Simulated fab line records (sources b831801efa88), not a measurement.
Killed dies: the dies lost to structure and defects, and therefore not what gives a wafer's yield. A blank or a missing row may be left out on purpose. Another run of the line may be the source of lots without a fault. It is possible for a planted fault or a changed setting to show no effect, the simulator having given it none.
Problem report in the 8D (eight disciplines) form, filled by code    flow sky130    the parts of the form that need people (team, actions taken, sign-off) are left out

1. THE ISSUE
VT_ADJUST_LVTN_2_TW at SKY_VT_ADJUST_LVTN_TW_MEAS_21 reads a mean of 179.9 on 4 wafers of 2 lots; wafers without a fault read 187.9 with a standard deviation of 1.2. That is -6.7 standard deviations from the usual mean.
First observed at day 13 11:59: wafer L817.2, on film-metro-02. The record holds 18 wafers of 6 lots with a number at this step. Rule for "out" (also "out of limits"): further than 4 standard deviations from the usual mean. The rest of the wafers with a number are treated as sound.

2. WHAT IT IS, AND WHAT IT ISN'T
question                     is                              is not
which readings at this step  VT_ADJUST_LVTN_2_TW             -
which lots                   L817, L818                      L800, L802, L807, L811
which wafers of those lots   L817.2, L817.4, L818.2, L818.4  L817.1, L818.3
read on which gauges         film-metro-02, film-metro-03    -
when                         from day 13 11:59               up to then (13 sound wafers); but 1 sound wafer of L818 came after

3. WHAT RULES OUT EACH SUSPECT
Counting: a tool at a process step up to the reading stays a suspect if it ran every lot that is out. Sound lots after the first of them don't rule it out here, since some wafers of a struck lot are sound.
- the gauge at SKY_VT_ADJUST_LVTN_TW_MEAS_21 has been ruled out. The wafers that are out were read on 2 gauges (film-metro-02, film-metro-03).
- implanter-03 at SKY_VT_ADJUST_LVTN_IMPLANT_19: kept. It processed each lot that is out (first: L817, day 13 11:44); up to then, its last sound lot is L802 (day 8 18:37).
Remaining after the count: implanter-03 at SKY_VT_ADJUST_LVTN_IMPLANT_19.

4. THE CAUSE (what the simulator had put in)
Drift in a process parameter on implanter-03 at SKY_VT_ADJUST_LVTN_IMPLANT_19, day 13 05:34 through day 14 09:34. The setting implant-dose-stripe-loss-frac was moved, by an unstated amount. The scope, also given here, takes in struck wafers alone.
The count eliminated every tool but this one.

5. THE CHAIN OF EFFECTS, in route order
Each row: a reading where the mean over the struck wafers with a number is more than 3 standard deviations away from the usual. Scope: only readings with a usual standard deviation given in the record; hours: median across lots of the time from each lot's start at the first step in this table that gives one to its start at this step; sigmas: change in usual standard deviations.
hours  step                           reading              usual  on struck wafers  change  sigmas
0      SKY_VT_ADJUST_LVTN_TW_MEAS_21  VT_ADJUST_LVTN_2_TW  187.9  179.9             -8.0    -6.7

6. WHAT WOULD HAVE CAUGHT IT SOONER
The first out-of-limits reading at a measuring or inspecting step in this record came at day 13 11:59, 6 hours after the fault's start at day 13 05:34.
Of the tool readings at SKY_VT_ADJUST_LVTN_IMPLANT_19 for which the record gives a usual standard deviation, none was out on any struck wafer, so an alarm limit of 4 standard deviations on them would not have fired.
Of the lots that are out (2), L818 began SKY_VT_ADJUST_LVTN_IMPLANT_19 on implanter-03 after day 13 11:59. A hold on the tool at that time would have spared it.
